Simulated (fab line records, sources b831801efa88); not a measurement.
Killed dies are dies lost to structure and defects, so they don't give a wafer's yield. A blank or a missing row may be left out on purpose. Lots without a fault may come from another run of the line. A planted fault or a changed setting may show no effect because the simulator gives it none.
fab line records | flow gf180mcu | part 1 of 2: steps 1 to 24 of 35
record lots=5 wafers=15 last_day=33
route steps=602 shown NWELL@52 LVPWELL@54 MVSD@66 MVPSD@78
lots that met no fault: from a run of the same line without faults
start_h: hours from the record's first day to the start of the lot's first wafer shown | wait_h: hours since the lot's step before | " the same as in the row above | L1.1+2: a row that stands for several wafers | - no value, or no start given | * or withheld: withheld | < > ~ a bound
route shown NAME@n: a module of which the file shows steps, and the number in the route of the first | usual: mean/standard deviation of fault-free wafers | same: alike in all rows | chamber/n: place in a boat | sites: the reading at each site | _std_site: their standard deviation | _edge_site: outer sites' mean less inner sites' | radius_mm: how far each site lies from the wafer's centre | mask NAME#n: copy n | behind: the tool/chamber that last shaped the wafer | hold: why the lot was held/for how many hours/how that ended | device: the transistor (n, p or np) that didn't switch | end of line: the same wafers' tests at the end of the route | a step without rows: its recipe alone | killed: dies lost to structure and defects at the first sort, not the wafer's yield | map: a wafer's dies, x killed, . not, _ none there
set.NAME: the setting as run; set.NAME@STEP: as run at that earlier step | model.NAME: the simulator's own value behind a step, which no gauge read
lots at some steps of the route; a table a step, a row a wafer
services: from which hour (start_h, from the record's first day; less than 0 if before it) a tool's chamber was out of use, for how many hours, and why
## steps
# step GF_NWELL_STRIP_10
# recipe chemistry=O2/N2 power_w=1400 pressure_mtorr=1500 platen_temp_c=250 o2_flow_sccm=3000 n2_flow_sccm=300 overash_fraction=0.5
# usual chamber_pressure_mTorr=1499.8/1.8 drypump_motor_current_A=5.9/0.52 heater_power_w=301/18 n2_flow_sccm=300.1/0.98 oes_product_au=0.722/0.0041 strip_time_to_endpoint_s=36.93/0.11
# columns lot.wafer tool chamber start_h wait_h chamber_pressure_mTorr drypump_motor_current_A heater_power_w n2_flow_sccm oes_product_au rf_hours_counter_h strip_time_to_endpoint_s
L082.2 plasma_asher-02 0 98.41 0.1 1499.3 5.3 288 300.2 0.720 49 37.13
L082.3 " 0 " " 1499.5 5.3 303 300.4 0.722 - 37.04
L082.4 " 1 " " 1501.5 4.9 321 300.8 0.717 - 37.05
L083.1 plasma_asher-01 0 103.64 0.1 1498.5 6.1 323 299.8 0.719 44 36.84
L083.3 " 0 " " 1500.1 6.1 327 300.4 0.726 - 36.87
L083.6 " 1 " " 1498.5 6.1 303 300.0 0.723 - 36.88
L085.4 plasma_asher-03 1 115.80 0.1 1494.9 6.0 305 299.2 0.732 - 36.91
L085.5 " 1 " " 1500.6 6.0 300 300.7 0.718 - 36.82
L085.6 " 0 " " 1498.3 6.4 277 300.9 0.724 - 36.97
L092.1 plasma_asher-02 0 153.44 0.1 1499.9 5.3 295 301.2 0.727 55 36.95
L092.5 " 1 " " 1499.0 4.9 318 299.3 0.726 - 37.03
L092.6 " 0 " " 1499.3 5.3 285 300.3 0.721 - 36.91
L093.2 plasma_asher-03 0 159.44 0.1 1499.1 6.4 283 301.6 0.717 36 36.97
L093.4 " 1 " " 1499.4 6.0 298 300.1 0.724 - 36.95
L093.6 " 0 " " 1499.0 6.4 274 301.0 0.725 - 36.98
# step GF_NWELL_TW_MEAS_11
# usual NWELL_TW=1590/8
# columns lot.wafer tool chamber start_h wait_h NWELL_TW
L082.2 film_metro-01 - 98.52 0.1 1589
L082.3 " - " " 1591
L082.4 " - " " 1598
L083.1 film_metro-04 - 103.74 0.1 1595
L083.3 " - " " 1592
L083.6 " - " " 1592
L085.4 film_metro-01 - 115.89 0.1 1587
L085.5 " - " " 1605
L085.6 " - " " 1589
L092.1 film_metro-04 - 153.54 0.1 1590
L092.5 " - " " 1596
L092.6 " - " " 1592
L093.2 film_metro-04 - 159.55 0.1 1592
L093.4 " - " " 1591
L093.6 " - " " 1594
# step GF_LVPWELL_DEHYDRATE_00
# recipe temp_c=200 time_s=60
# usual resist_line_temp_C=22.99/0.11
# columns lot.wafer tool chamber start_h wait_h resist_line_temp_C
L082.2 litho_track-03 0 105.38 6.8 23.19
L082.3 " 0 " " 23.09
L082.4 " 0 " " 23.10
L083.1 litho_track-01 0 110.10 6.4 22.99
L083.3 " 0 " " 23.03
L083.6 " 0 " " 23.03
L085.4 litho_track-03 0 122.53 6.6 22.80
L085.5 " 0 " " 22.88
L085.6 " 0 " " 22.89
L092.1 litho_track-04 0 160.23 6.7 23.03
L092.5 " 0 " " 23.09
L092.6 " 0 " " 23.14
L093.2 litho_track-04 0 167.15 7.6 22.84
L093.4 " 0 " " 22.97
L093.6 " 0 " " 22.92
# step GF_LVPWELL_HMDS_01
# recipe prime_time_s=60 prime_temp_c=120
# usual prime_temp_c=120.02/0.13 resist_line_temp_C=23.02/0.096
# same prime_time_s=60
# columns lot.wafer tool chamber start_h wait_h prime_temp_c resist_line_temp_C
L082.2 litho_track-03 0 105.53 0.1 120.13 23.02
L082.3 " 0 " " 120.10 23.11
L082.4 " 0 " " 120.03 23.13
L083.1 litho_track-01 0 110.25 0.1 120.12 23.02
L083.3 " 0 " " 120.08 23.04
L083.6 " 0 " " 120.13 23.14
L085.4 litho_track-03 0 122.68 0.1 120.06 23.07
L085.5 " 0 " " 119.86 22.91
L085.6 " 0 " " 120.19 22.92
L092.1 litho_track-04 0 160.38 0.1 119.87 23.11
L092.5 " 0 " " 119.88 22.97
L092.6 " 0 " " 120.32 22.88
L093.2 litho_track-04 0 167.30 0.1 119.85 23.05
L093.4 " 0 " " 119.97 23.01
L093.6 " 0 " " 119.85 23.27
# step GF_LVPWELL_COAT_02
# recipe spin_rpm=2000 resist_thk_nm=3000
# usual resist_line_temp_C=22.99/0.1
# columns lot.wafer tool chamber start_h wait_h resist_line_temp_C
L082.2 litho_track-03 0 105.68 0.1 23.00
L082.3 " 0 " " 22.80
L082.4 " 0 " " 22.90
L083.1 litho_track-01 0 110.40 0.1 23.06
L083.3 " 0 " " 23.20
L083.6 " 0 " " 23.09
L085.4 litho_track-03 0 122.83 0.1 22.91
L085.5 " 0 " " 22.87
L085.6 " 0 " " 23.06
L092.1 litho_track-04 0 160.53 0.1 22.99
L092.5 " 0 " " 23.02
L092.6 " 0 " " 22.95
L093.2 litho_track-04 0 167.45 0.1 22.89
L093.4 " 0 " " 23.10
L093.6 " 0 " " 23.10
# step GF_LVPWELL_SOFTBAKE_03
# recipe temp_c=110 time_s=withheld
# usual resist_line_temp_C=22.98/0.099
# columns lot.wafer tool chamber start_h wait_h resist_line_temp_C
L082.2 litho_track-03 0 105.83 0.1 22.86
L082.3 " 0 " " 22.98
L082.4 " 0 " " 22.80
L083.1 litho_track-01 0 110.55 0.1 22.98
L083.3 " 0 " " 23.02
L083.6 " 0 " " 23.07
L085.4 litho_track-03 0 123.00 0.1 22.88
L085.5 " 0 " " 23.05
L085.6 " 0 " " 23.07
L092.1 litho_track-04 0 160.68 0.1 23.04
L092.5 " 0 " " 23.01
L092.6 " 0 " " 23.15
L093.2 litho_track-04 0 167.61 0.1 22.97
L093.4 " 0 " " 23.13
L093.6 " 0 " " 22.85
# step GF_LVPWELL_EXPOSE_04
# recipe mask_id=LVPWELL target_cd_nm=600 na=0.6 source_shape=conventional sigma_outer=0.6 dose_mj=260
# usual stage_vel_mm_s=500.00/0.24
# columns lot.wafer tool chamber start_h wait_h mask stage_vel_mm_s
L082.2 iline_stepper-02 0 - - LVPWELL#0 500.32
L082.3 " 0 " " LVPWELL#0 500.42
L082.4 " 0 " " LVPWELL#0 500.16
L083.1 iline_stepper-02 0 - - LVPWELL#0 499.84
L083.3 " 0 " " LVPWELL#0 500.02
L083.6 " 0 " " LVPWELL#0 499.93
L085.4 iline_stepper-02 0 - - LVPWELL#0 499.39
L085.5 " 0 " " LVPWELL#0 499.76
L085.6 " 0 " " LVPWELL#0 499.45
L092.1 iline_stepper-01 0 - - LVPWELL#0 499.93
L092.5 " 0 " " LVPWELL#0 500.12
L092.6 " 0 " " LVPWELL#0 500.14
L093.2 iline_stepper-01 0 - - LVPWELL#0 499.81
L093.4 " 0 " " LVPWELL#0 499.83
L093.6 " 0 " " LVPWELL#0 499.60
# step GF_LVPWELL_PEB_05
# recipe temp_c=115 time_s=withheld
# usual resist_line_temp_C=22.99/0.11
# columns lot.wafer tool chamber start_h wait_h resist_line_temp_C
L082.2 litho_track-04 0 - - 22.94
L082.3 " 0 " " 23.01
L082.4 " 0 " " 22.96
L083.1 litho_track-03 0 - - 22.86
L083.3 " 0 " " 22.95
L083.6 " 0 " " 22.91
L085.4 litho_track-01 0 - - 23.12
L085.5 " 0 " " 23.02
L085.6 " 0 " " 23.10
L092.1 litho_track-01 0 - - 23.13
L092.5 " 0 " " 22.92
L092.6 " 0 " " 22.89
L093.2 litho_track-04 0 - - 22.97
L093.4 " 0 " " 23.03
L093.6 " 0 " " 22.87
# step GF_LVPWELL_DEVELOP_06
# recipe wall_angle_deg=90 develop_time_s=60 dev_temp_c=21.97
# usual resist_line_temp_C=23.03/0.11
# columns lot.wafer tool chamber start_h wait_h resist_line_temp_C
L082.2 litho_track-04 0 - - 23.04
L082.3 " 0 " " 23.01
L082.4 " 0 " " 23.19
L083.1 litho_track-03 0 - - 23.12
L083.3 " 0 " " 23.14
L083.6 " 0 " " 23.08
L085.4 litho_track-01 0 - - 23.16
L085.5 " 0 " " 23.23
L085.6 " 0 " " 23.16
L092.1 litho_track-01 0 - - 23.10
L092.5 " 0 " " 22.97
L092.6 " 0 " " 22.92
L093.2 litho_track-04 0 - - 23.01
L093.4 " 0 " " 23.01
L093.6 " 0 " " 23.07
# step GF_LVPWELL_OVL_MEAS_07
# usual LVPWELL_OVL=0.1/1.2
# columns lot.wafer tool chamber start_h wait_h LVPWELL_OVL[nm]
L082.2 overlay-02 - 112.83 - 0.9
L082.3 " - " " 1.0
L082.4 " - " " -0.8
L083.1 overlay-02 - 118.15 - -1.3
L083.3 " - " " -1.9
L083.6 " - " " -2.0
L085.4 overlay-02 - 130.37 - -0.3
L085.5 " - " " -0.6
L085.6 " - " " -0.4
L092.1 overlay-01 - 168.95 - -0.4
L092.5 " - " " 0.9
L092.6 " - " " -1.8
L093.2 overlay-02 - 175.93 - -2.0
L093.4 " - " " -1.4
L093.6 " - " " -1.6
# step GF_LVPWELL_IMPLANT_08
# recipe species=B energy_kev=170 dose_cm2=1.5e+13 tilt_deg=0
# columns lot.wafer tool chamber start_h wait_h
L082.2+3+4 implanter-02 0 112.89 0.0
L083.1+3+6 implanter-02 0 118.19 0.0
L085.4+5+6 implanter-01 0 130.46 0.1
L092.1+5+6 implanter-01 0 168.99 0.0
L093.2+4+6 implanter-02 0 175.99 0.0
# step GF_LVPWELL_IMPLANT_09
# recipe species=B energy_kev=60 dose_cm2=5e+12 tilt_deg=0
# columns lot.wafer tool chamber start_h wait_h
L082.2+3+4 implanter-02 0 113.04 0.1
L083.1+3+6 implanter-02 0 118.34 0.1
L085.4+5+6 implanter-01 0 130.61 0.1
L092.1+5+6 implanter-01 0 169.14 0.1
L093.2+4+6 implanter-02 0 176.14 0.1
# step GF_LVPWELL_STRIP_10
# recipe chemistry=O2/N2 power_w=1400 pressure_mtorr=1500 platen_temp_c=250 o2_flow_sccm=3000 n2_flow_sccm=300 overash_fraction=0.5
# usual chamber_pressure_mTorr=1499.9/1.5 drypump_motor_current_A=6.0/0.41 heater_power_w=299/19 n2_flow_sccm=300.0/0.86 oes_product_au=0.722/0.005 strip_time_to_endpoint_s=36.94/0.11
# columns lot.wafer tool chamber start_h wait_h chamber_pressure_mTorr drypump_motor_current_A heater_power_w n2_flow_sccm oes_product_au rf_hours_counter_h strip_time_to_endpoint_s
L082.2 plasma_asher-03 0 113.16 0.1 1499.9 6.4 275 299.4 0.716 32 37.05
L082.3 " 1 " " 1502.8 6.0 303 299.4 0.732 - 36.96
L082.4 " 0 " " 1503.4 6.4 280 300.0 0.716 - 37.01
L083.1 plasma_asher-01 1 118.49 0.1 1500.8 6.1 296 299.5 0.723 0 37.06
L083.3 " 1 " " 1500.6 6.1 296 300.2 0.724 - 36.96
L083.6 " 0 " " 1498.7 6.1 334 302.4 0.718 - 37.02
L085.4 plasma_asher-03 0 130.72 0.1 1497.7 6.4 280 300.2 0.730 - 37.02
L085.5 " 1 " " 1501.3 6.0 302 300.4 0.716 - 37.11
L085.6 " 0 " " 1500.5 6.4 281 300.9 0.723 - 36.98
L092.1 plasma_asher-04 0 169.29 0.1 1499.6 5.7 310 300.4 0.714 48 37.00
L092.5 " 0 " " 1497.4 5.7 311 301.9 0.716 - 36.87
L092.6 " 1 " " 1503.1 5.0 274 299.3 0.724 - 36.96
L093.2 plasma_asher-04 0 176.26 0.1 1500.0 5.7 307 299.8 0.721 49 36.77
L093.4 " 1 " " 1499.2 5.0 278 299.7 0.708 - 36.86
L093.6 " 0 " " 1502.8 5.7 312 299.2 0.723 - 36.80
# step GF_LVPWELL_TW_MEAS_11
# usual LVPWELL_TW=564/3.3
# columns lot.wafer tool chamber start_h wait_h LVPWELL_TW
L082.2 film_metro-03 - 113.27 0.1 558
L082.3 " - " " 559
L082.4 " - " " 558
L083.1 film_metro-04 - 118.59 0.1 566
L083.3 " - " " 563
L083.6 " - " " 566
L085.4 film_metro-04 - 130.82 0.1 567
L085.5 " - " " 562
L085.6 " - " " 562
L092.1 film_metro-01 - 169.39 0.1 562
L092.5 " - " " 563
L092.6 " - " " 562
L093.2 film_metro-04 - 176.37 0.1 566
L093.4 " - " " 567
L093.6 " - " " 564
# step GF_MVSD_DEHYDRATE_00
# recipe temp_c=200 time_s=60
# usual resist_line_temp_C=23.02/0.096
# columns lot.wafer tool chamber start_h wait_h resist_line_temp_C
L082.2 litho_track-04 0 120.15 6.9 22.97
L082.3 " 0 " " 22.92
L082.4 " 0 " " 23.05
L083.1 litho_track-04 0 125.33 6.7 22.95
L083.3 " 0 " " 22.97
L083.6 " 0 " " 23.00
L085.4 litho_track-03 0 137.97 7.1 23.00
L085.5 " 0 " " 22.96
L085.6 " 0 " " 22.97
L092.1 litho_track-04 0 177.18 7.8 23.12
L092.5 " 0 " " 23.07
L092.6 " 0 " " 23.18
L093.2 litho_track-03 0 184.32 7.9 22.88
L093.4 " 0 " " 23.08
L093.6 " 0 " " 22.93
# step GF_MVSD_HMDS_01
# recipe prime_time_s=60 prime_temp_c=120
# usual prime_temp_c=120.01/0.13 resist_line_temp_C=23.00/0.11
# same prime_time_s=60
# columns lot.wafer tool chamber start_h wait_h prime_temp_c resist_line_temp_C
L082.2 litho_track-04 0 120.30 0.1 119.88 23.18
L082.3 " 0 " " 119.91 23.10
L082.4 " 0 " " 119.64 23.04
L083.1 litho_track-04 0 125.48 0.1 120.06 22.96
L083.3 " 0 " " 120.12 22.89
L083.6 " 0 " " 119.91 23.01
L085.4 litho_track-03 0 138.12 0.1 119.95 23.02
L085.5 " 0 " " 120.02 22.95
L085.6 " 0 " " 119.96 22.94
L092.1 litho_track-04 0 177.33 0.1 120.01 23.06
L092.5 " 0 " " 119.95 23.02
L092.6 " 0 " " 119.79 22.87
L093.2 litho_track-03 0 184.47 0.1 119.97 22.90
L093.4 " 0 " " 120.10 22.95
L093.6 " 0 " " 119.81 23.03
# step GF_MVSD_COAT_02
# recipe spin_rpm=2000 resist_thk_nm=3000
# usual resist_line_temp_C=22.99/0.1
# columns lot.wafer tool chamber start_h wait_h resist_line_temp_C
L082.2 litho_track-04 0 120.45 0.1 22.89
L082.3 " 0 " " 23.03
L082.4 " 0 " " 22.91
L083.1 litho_track-04 0 125.63 0.1 22.89
L083.3 " 0 " " 22.86
L083.6 " 0 " " 22.97
L085.4 litho_track-03 0 138.27 0.1 22.97
L085.5 " 0 " " 23.03
L085.6 " 0 " " 23.01
L092.1 litho_track-04 0 177.48 0.1 22.88
L092.5 " 0 " " 22.83
L092.6 " 0 " " 22.76
L093.2 litho_track-03 0 184.62 0.1 22.75
L093.4 " 0 " " 22.80
L093.6 " 0 " " 23.07
# step GF_MVSD_SOFTBAKE_03
# recipe temp_c=110 time_s=withheld
# usual resist_line_temp_C=23.02/0.11
# columns lot.wafer tool chamber start_h wait_h resist_line_temp_C
L082.2 litho_track-04 0 120.61 0.1 23.06
L082.3 " 0 " " 23.06
L082.4 " 0 " " 23.16
L083.1 litho_track-04 0 125.78 0.1 22.98
L083.3 " 0 " " 23.15
L083.6 " 0 " " 23.00
L085.4 litho_track-03 0 138.45 0.1 23.09
L085.5 " 0 " " 23.10
L085.6 " 0 " " 23.12
L092.1 litho_track-04 0 177.63 0.1 22.79
L092.5 " 0 " " 22.95
L092.6 " 0 " " 22.91
L093.2 litho_track-03 0 184.78 0.1 22.85
L093.4 " 0 " " 23.05
L093.6 " 0 " " 23.00
# step GF_MVSD_EXPOSE_04
# recipe mask_id=MVSD target_cd_nm=1000 na=0.6 source_shape=conventional sigma_outer=0.6 dose_mj=260
# usual stage_vel_mm_s=500.02/0.26
# columns lot.wafer tool chamber start_h wait_h mask stage_vel_mm_s
L082.2 iline_stepper-02 0 - - MVSD#0 499.88
L082.3 " 0 " " MVSD#0 499.66
L082.4 " 0 " " MVSD#0 499.90
L083.1 iline_stepper-02 0 - - MVSD#0 500.13
L083.3 " 0 " " MVSD#0 500.04
L083.6 " 0 " " MVSD#0 500.48
L085.4 iline_stepper-01 0 - - MVSD#0 500.34
L085.5 " 0 " " MVSD#0 499.87
L085.6 " 0 " " MVSD#0 499.82
L092.1 iline_stepper-01 0 - - MVSD#0 499.68
L092.5 " 0 " " MVSD#0 500.01
L092.6 " 0 " " MVSD#0 499.69
L093.2 iline_stepper-01 0 - - MVSD#0 500.17
L093.4 " 0 " " MVSD#0 500.51
L093.6 " 0 " " MVSD#0 500.11
# step GF_MVSD_PEB_05
# recipe temp_c=115 time_s=withheld
# usual resist_line_temp_C=23.00/0.11
# columns lot.wafer tool chamber start_h wait_h resist_line_temp_C
L082.2 litho_track-04 0 - - 23.02
L082.3 " 0 " " 22.95
L082.4 " 0 " " 23.05
L083.1 litho_track-02 0 - - 23.01
L083.3 " 0 " " 22.77
L083.6 " 0 " " 22.95
L085.4 litho_track-02 0 - - 23.05
L085.5 " 0 " " 22.92
L085.6 " 0 " " 22.97
L092.1 litho_track-03 0 - - 22.83
L092.5 " 0 " " 22.97
L092.6 " 0 " " 22.77
L093.2 litho_track-04 0 - - 23.01
L093.4 " 0 " " 23.01
L093.6 " 0 " " 23.14
# step GF_MVSD_DEVELOP_06
# recipe wall_angle_deg=90 develop_time_s=60 dev_temp_c=23
# usual resist_line_temp_C=23.03/0.097
# columns lot.wafer tool chamber start_h wait_h resist_line_temp_C
L082.2 litho_track-04 0 - - 23.14
L082.3 " 0 " " 23.04
L082.4 " 0 " " 23.09
L083.1 litho_track-02 0 - - 23.00
L083.3 " 0 " " 23.06
L083.6 " 0 " " 23.12
L085.4 litho_track-02 0 - - 23.09
L085.5 " 0 " " 23.18
L085.6 " 0 " " 23.02
L092.1 litho_track-03 0 - - 23.25
L092.5 " 0 " " 23.04
L092.6 " 0 " " 23.07
L093.2 litho_track-04 0 - - 23.04
L093.4 " 0 " " 22.97
L093.6 " 0 " " 22.98
# step GF_MVSD_OVL_MEAS_07
# usual MVSD_OVL=0.5/1.5
# columns lot.wafer tool chamber start_h wait_h MVSD_OVL[nm]
L082.2 overlay-02 - 128.03 - 2.4
L082.3 " - " " -0.6
L082.4 " - " " 1.7
L083.1 overlay-02 - 133.31 - -3.1
L083.3 " - " " -2.2
L083.6 " - " " -3.1
L085.4 overlay-02 - 146.03 - -0.2
L085.5 " - " " -0.3
L085.6 " - " " -0.5
L092.1 overlay-01 - 186.20 - 3.8
L092.5 " - " " 3.9
L092.6 " - " " 4.1
L093.2 overlay-02 - 193.08 - 0.1
L093.4 " - " " -1.0
L093.6 " - " " -0.5
# step GF_MVSD_IMPLANT_08
# recipe species=P energy_kev=400 dose_cm2=1.6e+13 tilt_deg=0
# columns lot.wafer tool chamber start_h wait_h
L082.2+3+4 implanter-02 0 128.09 0.0
L083.1+3+6 implanter-01 0 133.35 0.0
L085.4+5+6 implanter-03 0 146.12 0.1
L092.1+5+6 implanter-03 0 186.23 0.0
L093.2+4+6 implanter-03 0 193.14 0.0
# step GF_MVSD_IMPLANT_09
# recipe species=P energy_kev=100 dose_cm2=5e+12 tilt_deg=0
# columns lot.wafer tool chamber start_h wait_h
L082.2+3+4 implanter-02 0 128.24 0.1
L083.1+3+6 implanter-01 0 133.50 0.1
L085.4+5+6 implanter-03 0 146.27 0.1
L092.1+5+6 implanter-03 0 186.38 0.1
L093.2+4+6 implanter-03 0 193.29 0.1
